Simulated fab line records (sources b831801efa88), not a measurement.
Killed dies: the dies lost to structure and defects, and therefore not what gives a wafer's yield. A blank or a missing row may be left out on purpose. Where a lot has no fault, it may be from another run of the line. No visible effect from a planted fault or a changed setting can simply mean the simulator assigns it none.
Shared-tool check    flow sky130    Sampled: 15 lots, 45 wafers

== WHY THIS WAS OPENED ==
SKY_NWELL_RS_MEAS_29, reading NWELL_RS: flagged on 3 of 15 lots. Wafers without a fault read 624.1 ohm/sq, standard deviation 1.8.
Rule: a lot is flagged when every wafer of it that has a number lies more than 4 standard deviations from that mean, or none has a number. As for the other lots, they are considered sound.

lot   measured      on             NWELL_RS (ohm/sq), wafer by wafer  flag
L367  day 5 17:19   film_metro-03  622.0 623.6 622.6                  
L368  day 5 21:12   film_metro-03  620.2 622.4 621.2                  
L369  day 6 01:11   film_metro-03  624.5 623.8 625.3                  
L370  day 6 05:01   film_metro-03  622.5 624.0 623.3                  
L371  day 6 15:14   film_metro-04  625.3 623.9 624.4                  
L372  day 6 20:06   film_metro-03  623.4 623.8 622.6                  
L374  day 7 08:24   film_metro-04  625.0 626.1 626.9                  
L375  day 7 15:40   film_metro-04  648.4 647.2 647.5                  FLAGGED
L376  day 7 20:26   film_metro-04  652.6 650.2 650.7                  FLAGGED
L377  day 8 04:26   film_metro-03  649.4 648.2 649.6                  FLAGGED
L379  day 8 19:30   film_metro-03  624.4 622.6 623.5                  
L384  day 9 15:49   film_metro-04  622.7 622.7 623.2                  
L386  day 10 04:19  film_metro-03  624.2 624.2 623.7                  
L387  day 10 11:49  film_metro-03  623.5 622.7 624.3                  
L388  day 10 22:06  film_metro-04  624.5 624.1 623.6                  
The numbers of the flagged lots are 649.3 ohm/sq on average: +25.2 ohm/sq against the usual, or +14 standard deviations.

== LOT BY LOT: THE TOOL USED ==
The record holds 2 process steps before the reading, out of a route of 708 steps. Read each cell as the tool, then ch plus the chambers that the sampled wafers visited, then the start.
lot   flag     SKY_FIELD_ISO_CMP_27          SKY_NWELL_IMPLANT_13
L367           cmp-01 ch 1,2,3, day 2 18:38  implanter-01 ch 0, day 4 22:41
L368           cmp-02 ch 0,1,3, day 2 21:30  implanter-03 ch 0, day 5 03:13
L369           cmp-02 ch 1,2,3, day 3 03:01  implanter-01 ch 0, day 5 06:26
L370           cmp-02 ch 1,2,3, day 3 05:56  implanter-02 ch 0, day 5 10:16
L371           cmp-01 ch 0,1,2, day 3 11:44  implanter-02 ch 0, day 5 19:43
L372           cmp-01 ch 1,3, day 3 18:31    implanter-03 ch 0, day 6 00:39
L374           cmp-01 ch 2,3, day 4 02:58    implanter-01 ch 0, day 6 12:38
L375  FLAGGED  cmp-01 ch 0,3, day 4 11:06    implanter-02, day 6 20:19
L376  FLAGGED  cmp-01 ch 0,1,3, day 4 15:26  implanter-03, day 6 23:43
L377  FLAGGED  cmp-02 ch 0,1,3, day 4 20:48  implanter-03, day 7 07:59
L379           cmp-01 ch 0,1, day 5 08:30    implanter-01 ch 0, day 7 22:19
L384           cmp-01 ch 0,1,3, day 6 06:33  implanter-02 ch 0, day 8 19:40
L386           cmp-01 ch 1,3, day 6 17:02    implanter-03 ch 0, day 9 06:24
L387           cmp-01 ch 1,2,3, day 6 21:12  implanter-03 ch 0, day 9 12:53
L388           cmp-01 ch 1,3, day 7 05:08    implanter-02 ch 0, day 9 23:01
These steps, and what they do:
- SKY_FIELD_ISO_CMP_27: polishes, stops on Si3N4, t overpolish 16 s, target thk 457.8 nm.
- SKY_NWELL_IMPLANT_13
- SKY_NWELL_RS_MEAS_29: measures by four-point-probe.

== FLAGGED AGAINST TOTAL, ONE TOOL AT A TIME (gauges that did the reading follow at the end) ==
step                  tool           lots run  flagged  share of the flagged lots  sound lots run after its first flagged lot
SKY_FIELD_ISO_CMP_27  cmp-01         11        2        some                       5 (L379,L384,L386,L387,L388)
SKY_FIELD_ISO_CMP_27  cmp-02         4         1        some                       0
SKY_NWELL_IMPLANT_13  implanter-01   4         0        none                       -
SKY_NWELL_IMPLANT_13  implanter-02   5         1        some                       2 (L384,L388)
SKY_NWELL_IMPLANT_13  implanter-03   6         2        some                       2 (L386,L387)
SKY_NWELL_RS_MEAS_29  film_metro-03  9         1        some                       3 (L379,L386,L387)
SKY_NWELL_RS_MEAS_29  film_metro-04  6         2        some                       2 (L384,L388)

== WHAT IS ALLOWED BY THE TABLE ==
No row of the table ran every flagged lot.

== WHAT WAS PUT IN BY THE SIMULATOR ==
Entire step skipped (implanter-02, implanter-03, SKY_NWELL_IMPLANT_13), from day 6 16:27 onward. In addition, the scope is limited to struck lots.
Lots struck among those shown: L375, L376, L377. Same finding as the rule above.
